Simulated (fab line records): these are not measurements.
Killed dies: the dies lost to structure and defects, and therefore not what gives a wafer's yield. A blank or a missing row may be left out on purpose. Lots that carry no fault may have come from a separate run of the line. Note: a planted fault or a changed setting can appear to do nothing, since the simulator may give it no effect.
A single fault, viewed from 2 desks | flow gf180mcu | what lay behind the numbers comes last; until then each desk has only its own

TOOL OWNER'S DESK, implanter-04
GF_DNWELL_IMPLANT_07, tool's own readings: per-lot mean of the sampled wafers with a number, covering each lot this tool ran. Any lot whose mean is over 4 standard deviations away from the usual mean is out of limits and marked OUT; that distance is given in the brackets.
Columns: A = beam_energy_keV at GF_DNWELL_IMPLANT_07, usual 1500.0; B = beam_on_s at GF_DNWELL_IMPLANT_07, usual 10.01 s; C = faraday_current_uA at GF_DNWELL_IMPLANT_07, usual 56.4
lot  | first seen here | A                | B     | C
L918 | day 3 10:16     | 1499.6           | 10.01 | 56.3
L926 | day 5 03:31     | 1470.2 (-65) OUT | 9.82  | 57.4
L928 | day 5 18:26     | 1469.9 (-65) OUT | 9.92  | 56.8
This desk finds L926, L928 out of limits, L926 being first, at day 5 03:31 (beam_energy_keV at GF_DNWELL_IMPLANT_07). In limits: L918.

METROLOGY DESK
What the gauges read for every lot (on any tool): the sampled wafers with a number, averaged. Any lot whose mean is over 4 standard deviations away from the usual mean is out of limits and marked OUT; that distance is given in the brackets.
Columns: A = STI_OXIDATION_02_THK at GF_STI_THK_MEAS_30, usual 9.94 nm
lot  | first seen here | A
L915 | day 2 06:37     | 10.13
L918 | day 2 21:38     | 9.94
L926 | day 4 13:45     | 9.94
L928 | day 5 04:39     | 10.04
L935 | day 6 12:56     | 10.06
L936 | day 6 17:38     | 9.93
This desk found nothing out of limits on any of the 6 lots.

ALL TOGETHER
On L926, L928, at day 5 03:31, an alarm was possible from the tool owner's desk.
At the metrology desk, nothing out of limits was observed.
The metrology desk holds a record of L926, L928, inside its limits.
All the named lots went through GF_DNWELL_IMPLANT_07 on implanter-04.

WHAT HAD BEEN PUT IN BY THE SIMULATOR
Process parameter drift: implanter-04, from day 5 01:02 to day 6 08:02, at GF_DNWELL_IMPLANT_07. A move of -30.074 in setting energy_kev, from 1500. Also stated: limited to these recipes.
Lots struck among those shown: L926, L928.
How many hours passed from the start of the fault until each desk's first out-of-limits reading: the tool owner's desk, 2.
